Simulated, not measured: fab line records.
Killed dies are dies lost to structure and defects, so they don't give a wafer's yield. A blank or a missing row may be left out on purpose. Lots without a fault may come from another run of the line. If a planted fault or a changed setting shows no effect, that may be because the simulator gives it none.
fab line records	flow sfq_line
[record] lots = 6	wafers = 18	last_day = 100
route steps=325 shown I0@47 M1@58 I1@73 M2@88 M8@325
lots that met no fault: taken from a fault-free run of the same line
start_h: hours from the record's opening day to when the first of the lot's shown wafers began	wait_h: time in hours since the lot's previous step	" same as the row above	L1.1+2: several wafers, shown together as one row	- no value, or no start was given	* or withheld: withheld	< > ~ a bound
route shown NAME@n: a module of which the file shows steps, and the number in the route of the first	usual: the fault-free wafers' mean and standard deviation	same: alike in all rows	chamber/n: place in a boat	sites: each site's reading	_std_site: standard deviation of those values	_edge_site: inner sites' mean taken away from outer sites' mean	radius_mm: for every site, how far away it sits from the centre of the wafer	mask NAME#n: copy n	behind: the last tool/chamber to shape the wafer	hold: reason for holding the lot/hours on hold/outcome of the hold	device: whichever transistor did not switch (one of n, p or np)	end of line: the tests these same wafers got at the end of their route	a step without rows: its recipe alone	killed: count of dies lost to structure and defects at first sort (not the wafer's yield)	map: a wafer's dies, x killed, . not, _ none there
set.NAME: the setting as run; set.NAME@STEP: as run at that earlier step	model.NAME: the simulator's own value behind a step, which no gauge read
lots seen at some steps along the route; tables by step, rows by wafer
services: when a tool's chamber went out of use (start_h, in hours from the record's first day, below 0 if earlier), for how many hours, and the reason
[[steps]]
[step SFQ_TRILAYER_I0_VIA_LITHO_COAT_036]
[recipe] resist = BARC	spin_rpm = 3000	resist_thk_nm = 62
[step SFQ_TRILAYER_I0_VIA_LITHO_COAT_031]
[recipe] resist = KrF	spin_rpm = 3000	resist_thk_nm = 650
[step SFQ_TRILAYER_I0_VIA_LITHO_SOFTBAKE_035]
[recipe] temp_c = withheld	time_s = withheld	resist = KrF
[step SFQ_TRILAYER_I0_VIA_LITHO_EXPOSE_032]
[recipe] mask_id = I0	na = 0.6	source_shape = conventional	sigma_outer = 0.65	target_cd_nm = 500	dose_mj = 21.3
[step SFQ_TRILAYER_I0_VIA_LITHO_PEB_034]
[recipe] peb_temp_c = 115	peb_time_s = 60	resist = KrF
[step SFQ_TRILAYER_I0_VIA_LITHO_DEVELOP_033]
[recipe] time_s = 60	resist = KrF
[step SFQ_I0_OVL_MEAS_908]
[usual] I0_OVL = -3/4.2
lot.wafer	tool	chamber	start_h	wait_h	I0_OVL[nm]
L960.1	overlay-01	-	426.77	0.1	3
L960.3	"	-	"	"	-1
L960.5	"	-	"	"	-1
L968.2	overlay-01	-	528.45	0.1	-6
L968.4	"	-	"	"	-3
L968.6	"	-	"	"	-9
L973.1	overlay-01	-	567.10	0.1	-8
L973.5	"	-	"	"	-4
L973.6	"	-	"	"	-8
L974.2	overlay-02	-	582.83	0.1	-8
L974.3	"	-	"	"	-6
L974.4	"	-	"	"	-4
L980.2	overlay-02	-	629.60	0.1	4
L980.3	"	-	"	"	1
L980.6	"	-	"	"	3
L981.2	overlay-01	-	638.97	0.1	-4
L981.4	"	-	"	"	-3
L981.5	"	-	"	"	-12
[step SFQ_TRILAYER_I0_VIA_BARC_OPEN_VIA_ETCH_046]
[recipe] mask_material = PR	chemistry = O2	target_depth_nm = 125	target = BARC	source_w = 500	bias_w = 80	pressure_mtorr = 30	time_s = 41.7
[usual] drypump_motor_current_A = 5.8/0.41	oes_product_au = 0.685/0.0049
lot.wafer	tool	chamber	start_h	wait_h	drypump_motor_current_A	oes_product_au	rf_hours_counter_h
L960.1	rie_diel-02	0	426.81	0.0	6.7	0.680	48
L960.3	"	1	"	"	5.6	0.689	75
L960.5	"	2	"	"	6.1	0.687	-
L968.2	rie_diel-04	2	528.48	0.0	5.6	0.686	4
L968.4	"	0	"	"	6.2	0.693	4
L968.6	"	0	"	"	6.2	0.694	-
L973.1	rie_diel-02	3	567.13	0.0	5.5	0.684	2
L973.5	"	0	"	"	6.7	0.681	-
L973.6	"	3	"	"	5.5	0.683	-
L974.2	rie_diel-04	3	582.86	0.0	5.7	0.686	43
L974.3	"	0	"	"	6.2	0.681	5
L974.4	"	1	"	"	6.0	0.688	47
L980.2	rie_diel-01	3	629.63	0.0	5.2	0.690	4
L980.3	"	1	"	"	6.1	0.690	15
L980.6	"	0	"	"	5.9	0.686	-
L981.2	rie_diel-02	3	639.00	0.0	5.5	0.682	3
L981.4	"	0	"	"	6.7	0.686	52
L981.5	"	2	"	"	6.2	0.689	-
[step SFQ_TRILAYER_I0_VIA_ETCH_VIA_ETCH_034]
[recipe] target = SiO2	stop_on = Nb	mask_material = PR	taper_deg = 20	chemistry = CHF3	target_depth_nm = 260	source_w = 500	bias_w = 80	pressure_mtorr = 30	time_s = withheld
[step SFQ_TRILAYER_I0_VIA_STRIP_STRIP_035]
[recipe] gas = O2	power_w = 200	platen_temp_c = 40	overash_fraction = 0.65	chemistry = O2	pressure_mtorr = 50
[usual] drypump_motor_current_A = 5.8/0.32	oes_product_au = 0.999/0.0084
lot.wafer	tool	chamber	start_h	wait_h	drypump_motor_current_A	oes_product_au	rf_hours_counter_h
L960.1	rie_metal-03	0	426.96	-	6.0	1.017	20
L960.3	"	0	"	"	6.0	1.000	-
L960.5	"	0	"	"	6.0	1.005	-
L968.2	rie_metal-01	0	528.64	-	5.8	0.996	25
L968.4	"	0	"	"	5.8	0.995	-
L968.6	"	0	"	"	5.8	0.998	-
L973.1	rie_metal-01	0	567.29	-	5.8	0.996	33
L973.5	"	0	"	"	5.8	0.994	-
L973.6	"	0	"	"	5.8	0.989	-
L974.2	rie_metal-02	0	583.21	-	5.6	1.002	-
L974.3	"	0	"	"	5.6	1.009	-
L974.4	"	0	"	"	5.6	1.011	-
L980.2	rie_metal-01	1	629.78	-	5.5	0.992	4
L980.3	"	0	"	"	5.8	1.010	-
L980.6	"	1	"	"	5.5	1.002	-
L981.2	rie_metal-01	0	639.15	-	5.8	1.001	44
L981.4	"	0	"	"	5.9	1.007	-
L981.5	"	0	"	"	5.8	1.005	-
[step SFQ_TRILAYER_I0_VIA_STRIP_SOLV_CLEAN_036]
[recipe] chemistry = NMP	temp_c = 70	time_s = 600
[step SFQ_TRILAYER_M1_DEP_PRE_CLEAN_038]
[recipe] gas = Ar	time_s = 22.5	bias_v = 250
[step SFQ_TRILAYER_M1_DEP_SPUTTER_037]
[recipe] material = Nb	base_pressure_pa = 1.33e-06	chamber_pressure_pa = 0.1333	substrate_temp_c = 20	resputter_cathode_voltage_v = 400	target_thk_nm = 200	power_w = 2000	time_s = 133.3
[usual] cathode_dc_power_W = 2000.1/0.34	resputter_cathode_voltage_v = 400/4.1	throttle_valve_pct = 30.2/1
lot.wafer	tool	chamber	start_h	wait_h	cathode_dc_power_W	resputter_cathode_voltage_v	throttle_valve_pct	model.Nb_of_TRILAYER_M1_DEP_SPUTTER_037.thk_nm
L960.1	pvd_sputter-03	-	428.37	0.0	1999.6	393	29.4	204.2
L960.3	"	-	"	"	2000.6	396	31.0	204
L960.5	"	-	"	"	2000.0	398	30.6	202.7
L968.2	pvd_sputter-04	-	529.82	0.0	2000.4	396	30.4	201.7
L968.4	"	-	"	"	2000.6	400	29.4	198.2
L968.6	"	-	"	"	2000.2	396	30.3	200.4
L973.1	pvd_sputter-04	-	568.69	0.0	2519.2	398	29.4	252.7
L973.5	"	-	"	"	2518.9	397	30.5	254.2
L973.6	"	-	"	"	2519.7	397	28.6	252.4
L974.2	pvd_sputter-04	-	584.42	0.0	2519.6	406	28.4	252.6
L974.3	"	-	"	"	2519.6	407	29.5	252.1
L974.4	"	-	"	"	2519.1	406	28.9	249
L980.2	pvd_sputter-06	-	630.58	0.0	1999.8	401	29.2	202.9
L980.3	"	-	"	"	1999.9	405	30.5	203.7
L980.6	"	-	"	"	2000.3	403	29.4	204.8
L981.2	pvd_sputter-03	-	639.96	0.0	1999.8	400	30.0	199.7
L981.4	"	-	"	"	2000.2	403	30.5	198.7
L981.5	"	-	"	"	2000.3	397	30.2	197.8
[step SFQ_M1_RS_MEAS_909]
[recipe] thk_meas_gauge = four-point-probe	reads = Nb_of_TRILAYER_M1_DEP_SPUTTER_037
[usual] M1_NB_RS = 0.888/0.0097
lot.wafer	tool	chamber	start_h	wait_h	M1_NB_RS[ohm/sq]
L960.1	film_metro-01	-	428.47	0.1	0.871
L960.3	"	-	"	"	0.873
L960.5	"	-	"	"	0.877
L968.2	film_metro-04	-	529.93	0.1	0.882
L968.4	"	-	"	"	0.897
L968.6	"	-	"	"	0.887
L973.1	film_metro-04	-	568.78	0.0	0.703
L973.5	"	-	"	"	0.697
L973.6	"	-	"	"	0.703
L974.2	film_metro-01	-	584.53	0.1	0.702
L974.3	"	-	"	"	0.705
L974.4	"	-	"	"	0.714
L980.2	film_metro-03	-	630.70	0.1	0.878
L980.3	"	-	"	"	0.874
L980.6	"	-	"	"	0.869
L981.2	film_metro-04	-	640.07	0.1	0.889
L981.4	"	-	"	"	0.893
L981.5	"	-	"	"	0.898
[step SFQ_TRILAYER_M1_LITHO_COAT_044]
[recipe] resist = BARC	spin_rpm = 3000	resist_thk_nm = 62
[step SFQ_TRILAYER_M1_LITHO_COAT_039]
[recipe] resist = KrF	spin_rpm = 3000	resist_thk_nm = 600
[step SFQ_TRILAYER_M1_LITHO_SOFTBAKE_043]
[recipe] temp_c = withheld	time_s = withheld	resist = KrF
[step SFQ_TRILAYER_M1_LITHO_EXPOSE_040]
[recipe] mask_id = M1	na = 0.6	source_shape = conventional	sigma_outer = 0.65	target_cd_nm = 500	dose_mj = 14.4
[step SFQ_TRILAYER_M1_LITHO_PEB_042]
[recipe] peb_temp_c = 115	peb_time_s = 60	resist = KrF
[step SFQ_TRILAYER_M1_LITHO_DEVELOP_041]
[recipe] time_s = 60	resist = KrF
[step SFQ_M1_OVL_MEAS_911]
[usual] M1_OVL = 2/4.5
lot.wafer	tool	chamber	start_h	wait_h	M1_OVL[nm]
L960.1	overlay-02	-	588.82	0.1	-4
L960.3	"	-	"	"	1
L960.5	"	-	"	"	-4
L968.2	overlay-01	-	689.37	0.1	0
L968.4	"	-	"	"	3
L968.6	"	-	"	"	1
L973.1	overlay-02	-	730.16	0.1	4
L973.5	"	-	"	"	9
L973.6	"	-	"	"	8
L974.2	overlay-01	-	750.57	0.1	9
L974.3	"	-	"	"	4
L974.4	"	-	"	"	3
L980.2	overlay-01	-	791.65	0.1	-4
L980.3	"	-	"	"	-4
L980.6	"	-	"	"	-3
L981.2	overlay-02	-	797.65	0.1	-1
L981.4	"	-	"	"	-4
L981.5	"	-	"	"	-3
[step SFQ_TRILAYER_M1_BARC_OPEN_METAL_ETCH_054]
[recipe] mask_material = PR	chemistry = O2	target_depth_nm = 125	target = BARC	icp_w = 600	bias_w = 80	pressure_mtorr = 10	time_s = 41.7
[usual] drypump_motor_current_A = 6.0/0.47	oes_product_au = 0.685/0.0047
lot.wafer	tool	chamber	start_h	wait_h	drypump_motor_current_A	oes_product_au	rf_hours_counter_h
L960.1	rie_metal-03	1	588.86	0.0	5.3	0.691	57
L960.3	"	1	"	"	5.3	0.676	-
L960.5	"	1	"	"	5.3	0.696	-
L968.2	rie_metal-02	0	689.42	0.0	5.6	0.686	-
L968.4	"	0	"	"	5.6	0.682	-
L968.6	"	0	"	"	5.6	0.688	-
L973.1	rie_metal-04	0	730.20	0.0	6.7	0.693	13
L973.5	"	1	"	"	6.1	0.682	-
L973.6	"	0	"	"	6.7	0.679	-
L974.2	rie_metal-04	0	750.60	0.0	6.7	0.684	15
L974.3	"	0	"	"	6.7	0.680	-
L974.4	"	1	"	"	6.1	0.681	-
L980.2	rie_metal-03	1	791.68	0.0	5.3	0.688	94
L980.3	"	1	"	"	5.2	0.690	-
L980.6	"	0	"	"	6.0	0.695	-
L981.2	rie_metal-02	1	797.68	0.0	6.3	0.686	27
L981.4	"	1	"	"	6.3	0.694	-
L981.5	"	1	"	"	6.4	0.689	-
[step SFQ_TRILAYER_M1_ETCH_METAL_ETCH_042]
[recipe] target = Nb	stop_on = SiO2	mask_material = PR	chemistry = Cl2/Ar	target_depth_nm = 240	icp_w = 600	bias_w = 80	pressure_mtorr = 10	time_s = 120
[usual] drypump_motor_current_A = 6.0/0.47	oes_product_au = 0.895/0.0073
lot.wafer	tool	chamber	start_h	wait_h	drypump_motor_current_A	oes_product_au	rf_hours_counter_h
L960.1	rie_metal-03	1	588.92	0.0	5.2	0.909	57
L960.3	"	1	"	"	5.2	0.906	-
L960.5	"	1	"	"	5.3	0.898	-
L968.2	rie_metal-02	0	689.56	0.1	5.6	0.900	-
L968.4	"	0	"	"	5.6	0.888	-
L968.6	"	0	"	"	5.6	0.900	-
L973.1	rie_metal-04	0	730.26	0.0	6.7	1.003	13
L973.5	"	1	"	"	6.1	0.999	-
L973.6	"	0	"	"	6.7	0.989	-
L974.2	rie_metal-04	0	750.66	0.0	6.6	1.011	15
L974.3	"	0	"	"	6.7	1.007	-
L974.4	"	1	"	"	6.1	1.003	-
L980.2	rie_metal-03	1	791.74	0.0	5.2	0.904	94
L980.3	"	1	"	"	5.2	0.899	-
L980.6	"	0	"	"	6.0	0.909	-
L981.2	rie_metal-02	1	797.74	0.0	6.4	0.887	27
L981.4	"	1	"	"	6.4	0.893	-
L981.5	"	1	"	"	6.3	0.889	-
[step SFQ_TRILAYER_M1_STRIP_STRIP_043]
[recipe] gas = O2	power_w = 200	platen_temp_c = 40	overash_fraction = 0.65	chemistry = O2	pressure_mtorr = 50
[step SFQ_TRILAYER_M1_STRIP_SOLV_CLEAN_044]
[recipe] chemistry = NMP	temp_c = 70	time_s = 600
[step SFQ_TRILAYER_I1_DEP_PECVD_045]
[recipe] material = SiO2	temp_c = 150	time_s = 111.11	pressure_torr = 2.4	rf_w = 183.3	precursor = SiH4/N2O	target_thk_nm = 500
[step SFQ_TRILAYER_I1_CMP_CMP_046]
[recipe] material = SiO2	down_force_psi = 3	platen_rpm = 60	pad_velocity_m_s = 0.94248
[usual] head_pressure_psi = 3.001/0.0068	motor_current_A = 10.5/0.75	time_to_endpoint_s = 217/8.2
lot.wafer	tool	chamber	start_h	wait_h	head_pressure_psi	motor_current_A	time_to_endpoint_s
L960.3	cmp-01	1	590.90	1.0	2.994	11.8	213
L960.1	"	2	"	"	3.005	9.5	220
L960.5	"	0	592.40	2.5	3.005	10.0	224
L968.4	cmp-01	3	700.88	9.6	3.001	10.1	212
L968.2	"	1	701.88	10.7	2.993	11.2	204
L968.6	"	0	703.38	12.1	3.003	9.9	226
L973.1	cmp-02	3	738.23	7.0	3.007	11.5	197
L973.6	"	0	"	"	3.003	10.8	213
L973.5	"	1	"	"	2.995	10.6	206
L974.2	cmp-02	1	752.14	0.5	3.011	10.5	203
L974.3	"	2	"	"	3.000	11.1	208
L974.4	"	3	"	"	2.994	10.7	216
L980.2	cmp-01	2	803.96	11.3	3.008	9.5	224
L980.3	"	1	805.46	12.8	2.993	11.7	218
L980.6	"	3	806.46	13.8	2.994	10.0	213
L981.2	cmp-02	3	808.34	9.7	3.003	11.4	224
L981.4	"	0	"	"	3.000	10.5	230
L981.5	"	3	810.34	11.6	2.990	11.6	224
[step SFQ_I1_BOW_MEAS_912]
[recipe] mode = bow
[usual] I1_BOW = 2/8
lot.wafer	tool	chamber	start_h	wait_h	I1_BOW[um]
L960.1	film_metro-03	-	592.90	1.0	4
L960.3	"	-	"	"	-5
L960.5	"	-	"	"	0
L968.2	film_metro-04	-	703.90	1.5	8
L968.4	"	-	"	"	-1
L968.6	"	-	"	"	12
L973.1	film_metro-04	-	739.73	1.0	-2
L973.5	"	-	"	"	-8
L973.6	"	-	"	"	-2
L974.2	film_metro-03	-	754.66	2.0	11
L974.3	"	-	"	"	-5
L974.4	"	-	"	"	-5
L980.2	film_metro-02	-	806.98	2.5	-1
L980.3	"	-	"	"	3
L980.6	"	-	"	"	5
L981.2	film_metro-03	-	810.86	2.0	-3
L981.4	"	-	"	"	19
L981.5	"	-	"	"	4
[step SFQ_TRILAYER_I1_METRO_MEASURE_047]
[step SFQ_TRILAYER_I1_VIA_LITHO_COAT_054]
[recipe] resist = BARC	spin_rpm = 3000	resist_thk_nm = 62
[step SFQ_TRILAYER_I1_VIA_LITHO_COAT_049]
[recipe] resist = KrF	spin_rpm = 3000	resist_thk_nm = 650
[step SFQ_TRILAYER_I1_VIA_LITHO_SOFTBAKE_053]
[recipe] temp_c = withheld	time_s = withheld	resist = KrF
[step SFQ_TRILAYER_I1_VIA_LITHO_EXPOSE_050]
[recipe] mask_id = I1	na = 0.6	source_shape = conventional	sigma_outer = 0.65	target_cd_nm = 500	dose_mj = 21.3
[step SFQ_TRILAYER_I1_VIA_LITHO_PEB_052]
[recipe] peb_temp_c = 115	peb_time_s = 60	resist = KrF
[step SFQ_TRILAYER_I1_VIA_LITHO_DEVELOP_051]
[recipe] time_s = 60	resist = KrF
[step SFQ_I1_OVL_MEAS_913]
[usual] I1_OVL = 0/5
lot.wafer	tool	chamber	start_h	wait_h	I1_OVL[nm]
L960.1	overlay-01	-	764.10	0.1	-2
L960.3	"	-	"	"	-2
L960.5	"	-	"	"	-1
L968.2	overlay-02	-	859.89	0.1	1
L968.4	"	-	"	"	-1
L968.6	"	-	"	"	-7
L973.1	overlay-02	-	895.89	0.1	-6
L973.5	"	-	"	"	-11
L973.6	"	-	"	"	-6
L974.2	overlay-02	-	903.09	0.1	10
L974.3	"	-	"	"	6
L974.4	"	-	"	"	4
L980.2	overlay-02	-	965.29	0.1	2
L980.3	"	-	"	"	2
L980.6	"	-	"	"	3
L981.2	overlay-01	-	976.19	0.1	0
L981.4	"	-	"	"	-5
L981.5	"	-	"	"	2
[step SFQ_TRILAYER_I1_VIA_BARC_OPEN_VIA_ETCH_071]
[recipe] mask_material = PR	chemistry = O2	target_depth_nm = 125	target = BARC	source_w = 500	bias_w = 80	pressure_mtorr = 30	time_s = 41.7
[step SFQ_TRILAYER_I1_VIA_ETCH_VIA_ETCH_052]
[recipe] target = SiO2	stop_on = Nb	mask_material = PR	taper_deg = 20	chemistry = CHF3	target_depth_nm = 260	source_w = 500	bias_w = 80	pressure_mtorr = 30	time_s = withheld
[step SFQ_TRILAYER_I1_VIA_STRIP_STRIP_053]
[recipe] gas = O2	power_w = 200	platen_temp_c = 40	overash_fraction = 0.65	chemistry = O2	pressure_mtorr = 50
[usual] drypump_motor_current_A = 6.0/0.42	oes_product_au = 1.004/0.0075
lot.wafer	tool	chamber	start_h	wait_h	drypump_motor_current_A	oes_product_au	rf_hours_counter_h
L960.1	rie_metal-02	1	764.29	-	6.3	1.001	22
L960.3	"	1	"	"	6.4	0.995	-
L960.5	"	0	"	"	5.6	0.999	-
L968.2	rie_metal-02	1	860.28	-	6.3	1.008	-
L968.4	"	1	"	"	6.3	1.010	-
L968.6	"	1	"	"	6.4	1.002	-
L973.1	rie_metal-04	0	896.08	-	6.6	0.996	34
L973.5	"	1	"	"	6.1	1.013	-
L973.6	"	0	"	"	6.7	1.009	-
L974.2	rie_metal-02	0	903.28	-	5.6	1.005	4
L974.3	"	0	"	"	5.6	0.995	-
L974.4	"	1	"	"	6.3	1.013	-
L980.2	rie_metal-02	0	965.48	-	5.6	1.013	14
L980.3	"	1	"	"	6.4	1.017	-
L980.6	"	0	"	"	5.6	1.011	-
L981.2	rie_metal-02	0	976.37	-	5.6	0.997	15
L981.4	"	1	"	"	6.4	1.005	-
L981.5	"	1	"	"	6.3	1.014	-
[step SFQ_TRILAYER_I1_VIA_STRIP_SOLV_CLEAN_054]
[recipe] chemistry = NMP	temp_c = 70	time_s = 600
[step SFQ_TRILAYER_M2_DEP_PRE_CLEAN_056]
[recipe] gas = Ar	time_s = 22.5	bias_v = 250
[step SFQ_M8_BOW_MEAS_951]
[recipe] mode = bow
[usual] M8_BOW = 11/11
lot.wafer	tool	chamber	start_h	wait_h	M8_BOW[um]	model.etest.m1.comb_log10_ohm	model.etest.m1.ohm_sq
L960.1	film_metro-02	-	2063.44	0.0	5	12	0.8713
L960.3	"	-	"	"	-3	12	0.8718
L960.5	"	-	"	"	1	12	0.8774
L968.2	film_metro-01	-	2271.13	0.0	10	12	0.8821
L968.4	"	-	"	"	4	12	0.8976
L968.6	"	-	"	"	15	12	0.8877
L973.1	film_metro-01	-	2303.00	0.0	11	0	0.7038
L973.5	"	-	"	"	5	0	0.6997
L973.6	"	-	"	"	9	0	0.7048
L974.2	film_metro-03	-	2306.60	0.0	19	0	0.7041
L974.3	"	-	"	"	2	0	0.7055
L974.4	"	-	"	"	3	0	0.7145
L980.2	film_metro-01	-	2403.62	0.0	5	12	0.8765
L980.3	"	-	"	"	9	12	0.8731
L980.6	"	-	"	"	10	12	0.8686
L981.2	film_metro-03	-	2408.42	0.0	2	12	0.8908
L981.4	"	-	"	"	24	12	0.8951
L981.5	"	-	"	"	9	12	0.8993
[[services]]
tool	chamber	start_h	hours	kind
cmp-01	-	405.02	4.0	pm
cmp-02	-	411.23	7.4	pm
rie_metal-03	1	425.89	24.6	repair
rie_metal-04	1	449.75	16.4	repair
rie_metal-04	-	516.01	0.2	repair
rie_metal-02	1	525.87	8.2	repair
rie_metal-04	1	550.33	1.0	repair
rie_metal-03	0	591.17	129.4	repair
rie_metal-01	-	629.14	0.4	repair
rie_metal-04	-	643.40	0.5	repair
rie_metal-01	0	651.66	2.6	repair
rie_metal-02	-	673.39	1.9	repair
rie_metal-01	-	676.90	2.6	repair
rie_metal-02	1	686.46	5.0	repair
rie_metal-01	0	693.33	2.5	repair
rie_metal-03	1	698.54	26.8	repair
rie_metal-03	-	720.57	14.6	pm
rie_metal-03	-	789.94	1.3	repair
rie_metal-02	-	794.30	0.2	repair
rie_metal-02	0	827.11	1.4	repair
rie_metal-03	-	871.42	2.8	pm
rie_metal-02	-	901.13	0.8	repair
rie_metal-02	1	907.36	12.6	repair
rie_metal-04	-	923.56	1.4	pm
[[key]]
[first_sign] step = SFQ_TRILAYER_M1_DEP_SPUTTER_037	reading = cathode_dc_power_W	direction = up	sigmas = 99+	usual = 2000.1	struck = 2519.4
[effect] step = SFQ_M1_RS_MEAS_909	reading = M1_NB_RS	direction = down	sigmas = 19	usual = 0.888	struck = 0.704
[effect] step = SFQ_TRILAYER_M1_ETCH_METAL_ETCH_042	reading = oes_product_au	direction = up	sigmas = 15	usual = 0.895	struck = 1.002
[model_effect] step = SFQ_TRILAYER_M1_DEP_SPUTTER_037	value = Nb_of_TRILAYER_M1_DEP_SPUTTER_037.thk_nm	without = 200.3	struck = 252.2
[model_effect] step = SFQ_M8_BOW_MEAS_951	value = etest.m1.comb_log10_ohm	without = 12	struck = 0
met_at SFQ_TRILAYER_M1_DEP_SPUTTER_037
struck_wafers L973.1,L973.5,L973.6,L974.2,L974.3,L974.4
onset_between 529.82 568.69
[fault] kind = process_parameter_drift	tool = pvd_sputter-04	chamber = -	onset_h = 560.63	steps = SFQ_TRILAYER_M1_DEP_SPUTTER_037	channel = power_w	offset = 519.05	shape = step	end_h = 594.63	acts_in = these_recipes_only	stated = 2000
